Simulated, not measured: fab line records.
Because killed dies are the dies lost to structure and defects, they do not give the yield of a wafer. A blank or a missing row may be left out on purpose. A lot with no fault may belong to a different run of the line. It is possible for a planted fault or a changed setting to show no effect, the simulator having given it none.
Problem report, 8D (eight disciplines) form, completed by code / flow gf180mcu / the parts of the form that need people (team, actions taken, sign-off) are left out

1. PROBLEM STATEMENT
Mean of cd_nm at GF_CONTACT_CD_MEAS_14: 229.9 nm across 6 wafers in 2 lots; on wafers with no fault it is 219.7 nm (standard deviation 1.9). Relative to the usual mean, that is a shift of +5.4 standard deviations.
The step: target cd 220 nm.
Earliest sighting: wafer L930.1 on cd_sem-02 at day 20 04:12. At this step, 39 wafers from 13 lots have a number in the record. The rule behind "out" and "out of limits": a value lying over 4 standard deviations away from the usual mean. Any other wafer with a number is counted as sound.

2. WHAT THIS IS AND IS NOT
question=which readings at this step | is=cd_nm | is not=-
question=which lots | is=L930, L931 | is not=L919, L920, L921, L922, L923, L933, L935, L936, L939, L940, L942
question=which wafers of those lots | is=all that have a number | is not=-
question=read on which gauges | is=cd_sem-02 | is not=cd_sem-01
question=when | is=from day 20 04:12 | is not=up to then (15 sound wafers); but 18 sound wafers of L933, L935, L936, L939, L940, L942 came after

3. THE SUSPECTS, EACH WITH WHAT RULES IT OUT
Counting: any tool at a process step up to the reading is kept as a suspect provided that every lot that is out went through it and no sound lot did after the first of them.
- the gauge at GF_CONTACT_CD_MEAS_14 has been ruled out. All the wafers that are out were read on cd_sem-02, but those of them that GF_CONTACT_EXPOSE_11 has rows for are out there too, on other tools.
- krf_scanner-02 at GF_CONTACT_EXPOSE_11 (exposes mask Contact, target cd 220 nm): kept. It processed each lot that is out, first L930 at day 19 16:31, and no sound lot thereafter; up to then, the last sound lot it processed was L921 at day 16 07:47. Out on those wafers are its own readings of exposure_dose_mJ_cm2.
After counting, what remains is krf_scanner-02 at GF_CONTACT_EXPOSE_11.

4. THE CAUSE (what the simulator had put in)
Process parameters drifting: krf_scanner-02 at GF_CONTACT_EXPOSE_11, beginning at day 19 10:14. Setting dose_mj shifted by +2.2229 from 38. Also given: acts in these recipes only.
Counting left only this tool.

5. THE EFFECT CHAIN, in route order
Rows list readings where the struck wafers' mean (over those with a number) sits beyond 3 standard deviations from the usual. Only readings for which the record gives a usual standard deviation are gone through. hours: the time from each lot's start at the first step in this table that gives one to its start at this step, as a median over the lots. sigmas: the change in usual standard deviations.
hours=0; step=GF_CONTACT_EXPOSE_11; reading=exposure_dose_mJ_cm2; usual=37.96; on struck wafers=40.17; change=+2.21; sigmas=+54
hours=12; step=GF_CONTACT_CD_MEAS_14; reading=cd_nm; usual=219.7 nm; on struck wafers=229.9; change=+10.2; sigmas=+5.4
Process steps it contains:
- GF_CONTACT_EXPOSE_11: exposes mask Contact, target cd 220 nm.
Later steps that measure or inspect, where all struck wafers having a row at the step show a number for every such reading and not one has moved that far: GF_M1_THK_MEAS_06.

6. HOW IT WOULD HAVE BEEN CAUGHT EARLIER
Counted from the fault's start at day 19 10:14, it took 18 hours until the first out-of-limits reading at a measuring or inspecting step in this record, taken at day 20 04:12.
Tool's own readings at GF_CONTACT_EXPOSE_11, exposure_dose_mJ_cm2: out on all struck wafers the step has rows for; an alarm limit on them would have tripped on the first.
Each of the lots that are out, 2 in all, had begun GF_CONTACT_EXPOSE_11 on krf_scanner-02 no later than day 20 04:12. A hold on the tool at that time would have spared none of them.
